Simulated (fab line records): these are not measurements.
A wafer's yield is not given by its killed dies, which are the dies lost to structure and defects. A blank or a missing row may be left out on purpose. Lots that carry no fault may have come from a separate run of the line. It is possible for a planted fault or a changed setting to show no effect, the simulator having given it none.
fab line records	flow sky130
record: lots: 11	wafers: 32	last_day: 50
route steps=708 shown METAL1@440 VIA1@479 METAL2@498 PAD_OPEN@708
lots with no fault: from the same line, run without faults
start_h: hours from the record's opening day to when the first of the lot's shown wafers began	wait_h: hours from the lot's prior step to this one	" as in the row above	L1.1+2: one row covering several wafers at once	- no value present, or no start provided	* or withheld: withheld	< > ~ a bound
route shown NAME@n: a module of which the file shows steps, and the number in the route of the first	usual: mean/standard deviation taken from wafers without a fault	same: alike in all rows	chamber/n: place in a boat	sites: per-site readings	_std_site: standard deviation of those values	_edge_site: inner sites' mean taken away from outer sites' mean	radius_mm: how far each site lies from the wafer's centre	mask NAME#n: copy n	behind: the last tool/chamber to shape the wafer	hold: cause of the lot's hold/its duration in hours/its outcome	device: the n, p or np transistor that did not switch	end of line: tests run on the same wafers once the route is complete	a step with no rows: only its recipe	killed: at the first sort, the dies lost to defects and structure; wafer yield is something else	map: dies across one wafer; x = killed, . = not, _ = none there
set.NAME: the setting the step ran with; set.NAME@STEP: the setting that earlier step ran with	model.NAME: the simulator's own value behind a step, which no gauge read
the route's steps for a sample of lots (tables are steps, rows are wafers)
services: when a tool's chamber went out of use (start_h, in hours from the record's first day, below 0 if earlier), for how many hours, and the reason
== steps ==
step: SKY_METAL1_THK_MEAS_06
recipe: thk_meas_gauge: xrf	reads: AlCu_of_METAL1_SPUTTER_02
usual: METAL1_ALCU_THK: 248/3.3
lot.wafer	tool	chamber	start_h	wait_h	METAL1_ALCU_THK[nm]
L414.1	film_metro-02	-	734.05	0.1	242
L414.3	"	-	"	"	247
L414.4	"	-	"	"	245
L415.1	film_metro-04	-	737.75	0.1	248
L415.4	"	-	"	"	248
L415.6	"	-	"	"	249
L416.1	film_metro-04	-	742.90	0.1	248
L416.3	"	-	"	"	248
L416.6	"	-	"	"	249
L417.1	film_metro-02	-	760.39	0.1	249
L417.5	"	-	"	"	250
L417.6	"	-	"	"	249
L424.4	film_metro-04	-	815.64	0.1	253
L424.5	"	-	"	"	257
L425.1	film_metro-04	-	824.44	0.1	248
L425.4	"	-	"	"	244
L425.6	"	-	"	"	248
L426.1	film_metro-04	-	829.06	0.1	246
L426.4	"	-	"	"	248
L426.5	"	-	"	"	246
L430.3	film_metro-02	-	868.51	0.1	250
L430.5	"	-	"	"	246
L430.6	"	-	"	"	248
L432.2	film_metro-03	-	877.10	0.1	247
L432.3	"	-	"	"	248
L432.6	"	-	"	"	248
L436.1	film_metro-04	-	899.89	0.1	247
L436.2	"	-	"	"	253
L436.4	"	-	"	"	251
L437.1	film_metro-04	-	919.90	0.1	248
L437.2	"	-	"	"	248
L437.3	"	-	"	"	246
step: SKY_METAL1_OVL_MEAS_16
usual: METAL1_OVL: -3/5.8
lot.wafer	tool	chamber	start_h	wait_h	METAL1_OVL[nm]
L414.1	overlay-01	-	761.12	0.1	-10
L414.3	"	-	"	"	-5
L414.4	"	-	"	"	-4
L415.1	overlay-01	-	764.42	0.1	-15
L415.4	"	-	"	"	-8
L415.6	"	-	"	"	-6
L416.1	overlay-01	-	770.02	0.1	0
L416.3	"	-	"	"	0
L416.6	"	-	"	"	-8
L417.1	overlay-02	-	787.02	0.1	1
L417.5	"	-	"	"	0
L417.6	"	-	"	"	2
L424.4	overlay-01	-	841.43	0.1	3
L424.5	"	-	"	"	-1
L425.1	overlay-01	-	850.77	0.1	2
L425.4	"	-	"	"	0
L425.6	"	-	"	"	3
L426.1	overlay-01	-	854.77	0.1	-7
L426.4	"	-	"	"	-4
L426.5	"	-	"	"	-1
L430.3	overlay-01	-	894.73	0.1	-1
L430.5	"	-	"	"	-9
L430.6	"	-	"	"	-2
L432.2	overlay-01	-	902.34	0.1	-3
L432.3	"	-	"	"	-7
L432.6	"	-	"	"	-2
L436.1	overlay-01	-	925.12	0.1	-1
L436.2	"	-	"	"	5
L436.4	"	-	"	"	5
L437.1	overlay-01	-	944.22	0.1	-1
L437.2	"	-	"	"	0
L437.3	"	-	"	"	-13
step: SKY_VIA1_CVD_21
recipe: material: W	target_thk_nm: 270	time_s: 80.902	temp_c: 400	pressure_torr: 40
usual: heater_power_outer_w: 543/27	heater_power_w: 888/28
lot.wafer	tool	chamber	start_h	wait_h	heater_power_outer_w	heater_power_w
L414.1	cvd_w-01	0	790.33	0.0	522	889
L414.3	"	0	"	"	536	904
L414.4	"	1	"	"	558	941
L415.1	cvd_w-01	1	793.76	0.0	565	937
L415.4	"	0	"	"	538	909
L415.6	"	0	"	"	529	915
L416.1	cvd_w-02	1	799.36	0.0	587	889
L416.3	"	0	"	"	533	871
L416.6	"	0	"	"	545	855
L417.1	cvd_w-01	0	816.89	0.0	513	903
L417.5	"	1	"	"	554	919
L417.6	"	0	"	"	523	923
L424.4	cvd_w-01	0	869.68	0.1	535	894
L424.5	"	0	"	"	527	904
L425.1	cvd_w-01	0	879.40	0.0	527	909
L425.4	"	1	"	"	554	907
L425.6	"	0	"	"	520	918
L426.1	cvd_w-02	1	882.35	0.0	575	866
L426.4	"	1	"	"	597	882
L426.5	"	1	"	"	592	864
L430.3	cvd_w-02	0	922.28	0.1	541	867
L430.5	"	0	"	"	528	887
L430.6	"	1	"	"	583	905
L432.2	cvd_w-02	1	929.46	0.0	598	877
L432.3	"	1	"	"	572	877
L432.6	"	1	"	"	589	901
L436.1	cvd_w-02	0	952.06	0.0	548	862
L436.2	"	1	"	"	579	875
L436.4	"	1	"	"	594	882
L437.1	cvd_w-02	1	970.95	0.0	591	906
L437.2	"	0	"	"	541	885
L437.3	"	0	"	"	541	898
step: SKY_VIA1_RS_MEAS_22
recipe: thk_meas_gauge: four-point-probe	reads: W_of_VIA1_CVD_21+TiN_of_VIA1_SPUTTER_20
usual: VIA1_W_RS: 0.424/0.0072
lot.wafer	tool	chamber	start_h	wait_h	VIA1_W_RS[ohm/sq]
L414.1	film_metro-04	-	790.42	0.1	0.421
L414.3	"	-	"	"	0.424
L414.4	"	-	"	"	0.419
L415.1	film_metro-04	-	793.85	0.1	0.418
L415.4	"	-	"	"	0.420
L415.6	"	-	"	"	0.427
L416.1	film_metro-02	-	799.45	0.1	0.413
L416.3	"	-	"	"	0.435
L416.6	"	-	"	"	0.433
L417.1	film_metro-02	-	816.98	0.1	0.426
L417.5	"	-	"	"	0.419
L417.6	"	-	"	"	0.427
L424.4	film_metro-02	-	869.80	0.1	0.705
L424.5	"	-	"	"	0.691
L425.1	film_metro-04	-	879.50	0.1	0.670
L425.4	"	-	"	"	0.672
L425.6	"	-	"	"	0.685
L426.1	film_metro-02	-	882.44	0.1	0.425
L426.4	"	-	"	"	0.427
L426.5	"	-	"	"	0.424
L430.3	film_metro-04	-	922.38	0.1	0.433
L430.5	"	-	"	"	0.422
L430.6	"	-	"	"	0.418
L432.2	film_metro-02	-	929.57	0.1	0.426
L432.3	"	-	"	"	0.432
L432.6	"	-	"	"	0.426
L436.1	film_metro-04	-	952.16	0.1	0.429
L436.2	"	-	"	"	0.427
L436.4	"	-	"	"	0.423
L437.1	film_metro-04	-	971.04	0.1	0.423
L437.2	"	-	"	"	0.430
L437.3	"	-	"	"	0.431
step: SKY_VIA1_THK_MEAS_23
recipe: thk_meas_gauge: xrf	reads: W_of_VIA1_CVD_21
usual: VIA1_W_THK: 273/4.5
lot.wafer	tool	chamber	start_h	wait_h	VIA1_W_THK[nm]
L414.1	film_metro-04	-	790.54	0.1	275
L414.3	"	-	"	"	273
L414.4	"	-	"	"	277
L415.1	film_metro-04	-	793.97	0.1	278
L415.4	"	-	"	"	276
L415.6	"	-	"	"	273
L416.1	film_metro-02	-	799.57	0.1	279
L416.3	"	-	"	"	266
L416.6	"	-	"	"	269
L417.1	film_metro-02	-	817.10	0.1	275
L417.5	"	-	"	"	277
L417.6	"	-	"	"	273
L424.4	film_metro-02	-	869.89	0.1	166
L424.5	"	-	"	"	169
L425.1	film_metro-04	-	879.62	0.1	174
L425.4	"	-	"	"	174
L425.6	"	-	"	"	170
L426.1	film_metro-02	-	882.56	0.1	275
L426.4	"	-	"	"	273
L426.5	"	-	"	"	275
L430.3	film_metro-04	-	922.48	0.1	268
L430.5	"	-	"	"	274
L430.6	"	-	"	"	278
L432.2	film_metro-02	-	929.68	0.1	273
L432.3	"	-	"	"	270
L432.6	"	-	"	"	273
L436.1	film_metro-04	-	952.28	0.1	271
L436.2	"	-	"	"	269
L436.4	"	-	"	"	272
L437.1	film_metro-04	-	971.16	0.1	275
L437.2	"	-	"	"	270
L437.3	"	-	"	"	268
step: SKY_VIA1_CMP_24
recipe: stop_on: SiO2	t_overpolish_s: 15	down_force_psi: 3.5	platen_rpm: 60	target_thk_nm: 0	pad_velocity_m_s: 0.94248
usual: motor_current_A: 10.4/0.87	retaining_ring_pressure_frac: 1.000/0.005	slurry_filter_dp_kPa: 13.49/0.13	time_to_endpoint_s: 66/4.7
lot.wafer	tool	chamber	start_h	wait_h	motor_current_A	retaining_ring_pressure_frac	slurry_filter_dp_kPa	time_to_endpoint_s
L414.3	cmp-01	1	790.65	0.1	8.5	1.002	13.73	69
L414.4	"	2	"	"	11.4	1.000	13.30	62
L414.1	"	3	"	"	10.1	1.008	13.55	66
L415.1	cmp-01	3	794.08	0.1	9.9	1.001	13.53	72
L415.4	"	0	"	"	10.3	1.003	13.65	66
L415.6	"	3	"	"	10.3	1.003	13.66	69
L416.3	cmp-01	0	799.68	0.1	10.6	1.007	13.57	62
L416.1	"	2	"	"	11.3	0.991	13.55	64
L416.6	"	0	"	"	10.3	1.003	13.63	60
L417.1	cmp-01	1	817.16	0.1	8.2	0.990	13.45	72
L417.6	"	1	"	"	8.9	0.990	13.67	70
L417.5	"	2	"	"	11.3	1.002	13.76	68
L424.4	cmp-01	2	870.07	0.2	11.3	1.001	13.42	40
L424.5	"	3	"	"	10.4	0.997	13.57	47
L425.1	cmp-01	2	879.68	0.1	10.9	1.005	13.30	48
L425.4	"	0	"	"	9.6	0.995	13.52	44
L425.6	"	3	"	"	9.9	1.004	13.44	48
L426.4	cmp-02	3	882.67	0.1	11.3	1.003	13.41	62
L426.1	"	1	"	"	11.2	0.995	13.38	60
L426.5	"	2	"	"	10.9	0.999	13.42	58
L430.3	cmp-01	2	922.67	0.2	10.7	1.000	13.26	60
L430.6	"	3	"	"	9.9	0.999	13.35	69
L430.5	"	0	"	"	10.2	0.996	13.62	64
L432.3	cmp-02	3	929.78	0.1	11.2	1.003	13.61	66
L432.2	"	0	"	"	9.4	1.011	13.55	59
L432.6	"	2	"	"	11.0	0.996	13.55	62
L436.2	cmp-02	0	952.34	0.0	9.3	0.994	13.31	58
L436.4	"	1	"	"	10.7	1.000	13.46	66
L436.1	"	3	"	"	11.3	0.998	13.67	60
L437.1	cmp-01	3	971.27	0.1	10.4	1.004	13.33	73
L437.3	"	0	"	"	10.1	1.005	13.60	65
L437.2	"	1	"	"	8.9	1.002	13.32	71
step: SKY_METAL2_CD_MEAS_15
recipe: target_cd_nm: 140
usual: cd_nm: 140.0/1.7
lot.wafer	tool	chamber	start_h	wait_h	cd_nm
L414.1	cd_sem-01	-	819.01	-	140.9
L414.3	"	-	"	"	140.0
L414.4	"	-	"	"	140.6
L415.1	cd_sem-02	-	821.90	-	137.1
L415.4	"	-	"	"	135.6
L415.6	"	-	"	"	137.2
L416.1	cd_sem-02	-	826.95	-	141.0
L416.3	"	-	"	"	139.1
L416.6	"	-	"	"	140.3
L417.1	cd_sem-01	-	844.20	-	139.9
L417.5	"	-	"	"	141.4
L417.6	"	-	"	"	141.2
L424.4	cd_sem-01	-	896.16	-	140.9
L424.5	"	-	"	"	140.8
L425.1	cd_sem-02	-	905.80	-	142.3
L425.4	"	-	"	"	143.0
L425.6	"	-	"	"	142.3
L426.1	cd_sem-01	-	907.95	-	141.6
L426.4	"	-	"	"	141.9
L426.5	"	-	"	"	141.6
L430.3	cd_sem-01	-	948.05	-	139.1
L430.5	"	-	"	"	140.3
L430.6	"	-	"	"	139.4
L432.2	cd_sem-01	-	954.72	-	138.5
L432.3	"	-	"	"	138.0
L432.6	"	-	"	"	138.4
L436.1	cd_sem-01	-	977.22	-	140.8
L436.2	"	-	"	"	140.9
L436.4	"	-	"	"	141.7
L437.1	cd_sem-01	-	994.85	-	138.6
L437.2	"	-	"	"	137.7
L437.3	"	-	"	"	137.9
step: SKY_PAD_OPEN_PROBE_99
usual: defect_limited_yield: 82.4/1.9	killed_at_M0_to_M3: 44/7.2	killed_at_M4_up: 3.1/1.8	killed_at_contacts: 25/5.2	killed_at_front_end: 15/3.9	killed_at_other: 0.2/0.5	killed_dies: 86/9.5	killed_on_rim: 17/3.5	killed_open: 47/7.3	killed_short: 40/6	sort_bin_3_pad_short: 0.8/0.44	sort_bin_5_function: 10.4/1.5	sort_bin_6_memory: 6.3/1.1	sort_n_pass: 406/9.5	sort_yield_pct: 82.4/1.9
same: gross_dies: 492	killed_at_back_side: 0	sort_bin_4_leakage[%]: 0	sort_bin_8_speed[%]: 0
lot.wafer	tool	chamber	start_h	wait_h	defect_limited_yield[%]	killed_at_M0_to_M3	killed_at_M4_up	killed_at_contacts	killed_at_front_end	killed_at_other	killed_dies	killed_on_rim	killed_open	killed_short	sort_bin_3_pad_short[%]	sort_bin_5_function[%]	sort_bin_6_memory[%]	sort_n_pass	sort_yield_pct[%]
L417.1	prober-02	-	1096.52	0.1	81.7	38	0	35	17	0	90	22	52	38	1.4	9.3	7.5	402	81.7
L417.5	prober-02	-	1096.72	0.2	85.2	33	3	17	20	0	73	14	36	37	0.2	9.1	5.5	419	85.2
L417.6	prober-02	-	1096.77	0.2	83.3	49	4	18	11	0	82	19	46	36	1.2	8.3	7.1	410	83.3
L424.4	prober-01	-	1134.97	0.2	83.3	41	4	34	3	0	82	8	40	42	1.4	8.9	6.3	410	83.3
L424.5	prober-01	-	1135.02	0.2	84.8	43	4	17	11	0	75	17	37	38	0.6	9.3	5.3	417	84.8
L425.1	prober-02	-	1142.52	0.1	82.3	42	4	25	16	0	87	21	45	42	1.0	9.3	7.3	405	82.3
L425.4	prober-02	-	1142.67	0.2	81.1	57	1	24	11	0	93	18	59	34	0.8	12.0	6.1	399	81.1
L425.6	prober-02	-	1142.77	0.2	84.1	40	1	25	12	0	78	10	40	38	1.4	8.3	6.1	414	84.1
L432.2	prober-01	-	1178.17	0.1	85.8	34	3	21	11	1	70	14	35	35	0.4	8.3	5.5	422	85.8
L432.3	prober-01	-	1178.22	0.2	82.3	41	2	24	19	1	87	17	48	39	1.2	11.8	4.7	405	82.3
L432.6	prober-01	-	1178.37	0.2	80.7	43	5	20	26	1	95	22	55	40	0.8	12.0	6.5	397	80.7
L436.1	prober-01	-	1193.57	0.1	81.7	39	3	30	18	0	90	16	53	37	0.2	11.0	7.1	402	81.7
L436.2	prober-01	-	1193.62	0.1	82.7	45	6	21	13	0	85	24	50	35	1.4	9.8	6.1	407	82.7
L436.4	prober-01	-	1193.72	0.2	84.6	46	3	18	9	0	76	9	46	30	0.6	8.7	6.1	416	84.6
L437.1	prober-01	-	1203.29	0.1	85.2	33	5	20	15	0	73	19	41	32	1.2	8.9	4.7	419	85.2
L437.2	prober-01	-	1203.34	0.1	78.9	58	5	20	21	0	104	21	59	45	1.2	12.8	7.1	388	78.9
L437.3	prober-01	-	1203.39	0.2	82.9	44	4	23	13	0	84	12	42	40	1.0	11.2	4.9	408	82.9
killed by level:class
L417.1 CONTACT:geometric_particle:open=17 METAL2:geometric_particle:short=8 LI_CONTACT:geometric_particle:open=7 VIA1:geometric_particle:open=7 VIA2:geometric_particle:open=6 LOCAL_INTERCONNECT:geometric_particle:short=5 FIELD_ISO:geometric_particle:open=4 SPACER:geometric_particle:open=4
L417.5 VIA1:geometric_particle:open=10 LOCAL_INTERCONNECT:geometric_particle:short=5 FIELD_ISO:geometric_particle:open=5 METAL1:geometric_particle:short=5 METAL2:geometric_particle:short=4 CONTACT:geometric_particle:short=4 CONTACT:geometric_particle:open=4 VIA3:geometric_particle:open=4
L417.6 VIA1:geometric_particle:open=10 METAL2:geometric_particle:short=9 LI_CONTACT:geometric_particle:open=8 VIA3:geometric_particle:open=6 METAL1:geometric_particle:short=5 CONTACT:geometric_particle:open=5 VIA2:geometric_particle:open=5 METAL3:geometric_particle:short=4
L424.4 LI_CONTACT:geometric_particle:open=13 VIA3:geometric_particle:short=7 VIA1:geometric_particle:open=7 VIA2:geometric_particle:short=6 VIA2:geometric_particle:open=6 LOCAL_INTERCONNECT:geometric_particle:short=6 CONTACT:geometric_particle:short=6 CONTACT:geometric_particle:open=6
L424.5 VIA1:geometric_particle:open=14 VIA2:geometric_particle:open=7 METAL2:geometric_particle:short=7 CONTACT:geometric_particle:short=6 METAL1:geometric_particle:short=6 LI_CONTACT:geometric_particle:short=4 CONTACT:geometric_particle:open=3 VIA3:geometric_particle:open=3
L425.1 VIA1:geometric_particle:open=10 CONTACT:geometric_particle:short=8 LI_CONTACT:geometric_particle:open=7 VIA1:geometric_particle:short=7 CONTACT:geometric_particle:open=6 VIA2:geometric_particle:short=6 POLY_GATE:geometric_particle:short=5 VIA2:geometric_particle:open=5
L425.4 VIA1:geometric_particle:open=15 VIA3:geometric_particle:open=10 CONTACT:geometric_particle:open=10 VIA2:geometric_particle:open=7 LI_CONTACT:geometric_particle:open=5 CONTACT:geometric_particle:short=5 POLY_GATE:geometric_particle:short=4 METAL1:geometric_particle:short=4
L425.6 VIA1:geometric_particle:open=8 CONTACT:geometric_particle:open=7 VIA1:geometric_particle:short=7 LI_CONTACT:geometric_particle:open=6 VIA3:geometric_particle:open=6 CONTACT:geometric_particle:short=5 METAL1:geometric_particle:short=5 METAL2:geometric_particle:short=5
L432.2 VIA1:geometric_particle:open=9 CONTACT:geometric_particle:open=6 VIA3:geometric_particle:open=6 METAL2:geometric_particle:short=5 LI_CONTACT:geometric_particle:short=5 LOCAL_INTERCONNECT:geometric_particle:short=4 FIELD_ISO:geometric_particle:open=3 POLY_GATE:geometric_particle:open=3
L432.3 CONTACT:geometric_particle:open=11 VIA1:geometric_particle:open=8 LI_CONTACT:geometric_particle:open=7 FIELD_ISO:geometric_particle:short=6 VIA3:geometric_particle:open=6 METAL1:geometric_particle:short=5 VIA2:geometric_particle:open=5 VIA2:geometric_particle:short=5
L432.6 VIA1:geometric_particle:open=10 FIELD_ISO:geometric_particle:short=9 CONTACT:geometric_particle:open=9 FIELD_ISO:geometric_particle:open=6 METAL1:geometric_particle:short=6 METAL2:geometric_particle:short=6 VIA3:geometric_particle:open=6 METAL1:geometric_particle:open=5
L436.1 VIA1:geometric_particle:open=11 CONTACT:geometric_particle:open=9 LI_CONTACT:geometric_particle:open=9 FIELD_ISO:geometric_particle:short=8 VIA3:geometric_particle:open=7 METAL2:geometric_particle:short=7 FIELD_ISO:geometric_particle:open=5 CONTACT:geometric_particle:short=5
L436.2 VIA1:geometric_particle:open=15 CONTACT:geometric_particle:open=13 METAL2:geometric_particle:short=9 FIELD_ISO:geometric_particle:short=6 LI_CONTACT:geometric_particle:open=4 METAL1:geometric_particle:short=4 VIA1:geometric_particle:short=4 VIA3:geometric_particle:short=4
L436.4 VIA1:geometric_particle:open=10 VIA2:geometric_particle:open=7 CONTACT:geometric_particle:open=6 LI_CONTACT:geometric_particle:open=6 METAL2:geometric_particle:short=6 FIELD_ISO:geometric_particle:open=5 METAL3:geometric_particle:short=5 METAL1:geometric_particle:short=4
L437.1 VIA1:geometric_particle:open=9 VIA3:geometric_particle:open=8 LI_CONTACT:geometric_particle:open=8 CONTACT:geometric_particle:short=6 METAL1:geometric_particle:short=5 FIELD_ISO:geometric_particle:open=3 CONTACT:geometric_particle:open=3 VIA1:geometric_particle:short=3
L437.2 VIA1:geometric_particle:open=12 FIELD_ISO:geometric_particle:open=8 CONTACT:geometric_particle:open=8 VIA3:geometric_particle:open=8 VIA2:geometric_particle:open=7 VIA1:geometric_particle:short=7 CONTACT:geometric_particle:short=6 POLY_GATE:geometric_particle:short=5
L437.3 VIA1:geometric_particle:open=14 CONTACT:geometric_particle:open=7 LOCAL_INTERCONNECT:geometric_particle:short=6 LI_CONTACT:geometric_particle:open=5 VIA1:geometric_particle:short=5 METAL2:geometric_particle:short=5 VIA2:geometric_particle:short=4 LI_CONTACT:geometric_particle:short=4
== services ==
tool	chamber	start_h	hours	kind
cmp-01	-	782.77	6.5	pm
cvd_w-01	0	808.75	2.4	repair
cmp-02	-	825.01	0.3	repair
cmp-01	-	828.08	0.4	repair
cvd_w-01	-	828.93	0.9	repair
cmp-01	-	840.32	3.9	repair
cvd_w-02	1	844.92	16.4	repair
cmp-02	-	858.69	2.2	repair
cvd_w-01	-	904.00	14.0	pm
cvd_w-01	0	904.00	14.0	vent_cycle
cvd_w-01	1	904.00	14.0	vent_cycle
cmp-02	-	908.55	2.2	repair
cvd_w-01	0	918.00	-	clean
cvd_w-01	1	918.00	-	clean
cmp-02	-	920.52	1.4	repair
cmp-01	-	922.82	4.0	pm
cmp-01	-	926.82	-	consumable_replace:conditioner
cmp-01	-	926.82	-	consumable_replace:pad
cvd_w-02	0	963.70	3.2	repair
cmp-02	-	964.89	2.0	repair
== key ==
first_sign: step: SKY_VIA1_RS_MEAS_22	reading: VIA1_W_RS	direction: up	sigmas: 36	usual: 0.424	struck: 0.685
effect: step: SKY_VIA1_THK_MEAS_23	reading: VIA1_W_THK	direction: down	sigmas: 23	usual: 273	struck: 171
effect: step: SKY_VIA1_CMP_24	reading: time_to_endpoint_s	direction: down	sigmas: 4.5	usual: *	struck: *
met_at SKY_VIA1_CVD_21
struck_lots L424,L425
not_acting_at SKY_METAL1_THK_MEAS_06,SKY_METAL1_OVL_MEAS_16,SKY_METAL2_CD_MEAS_15
onset_between 816.89 869.68
fault: kind: process_parameter_drift	tool: cvd_w-01	chamber: -	onset_h: 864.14	steps: SKY_VIA1_CVD_21	channel: target_thk_nm	offset: -103.15	shape: step	end_h: 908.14	acts_in: these_recipes_only	stated: 270
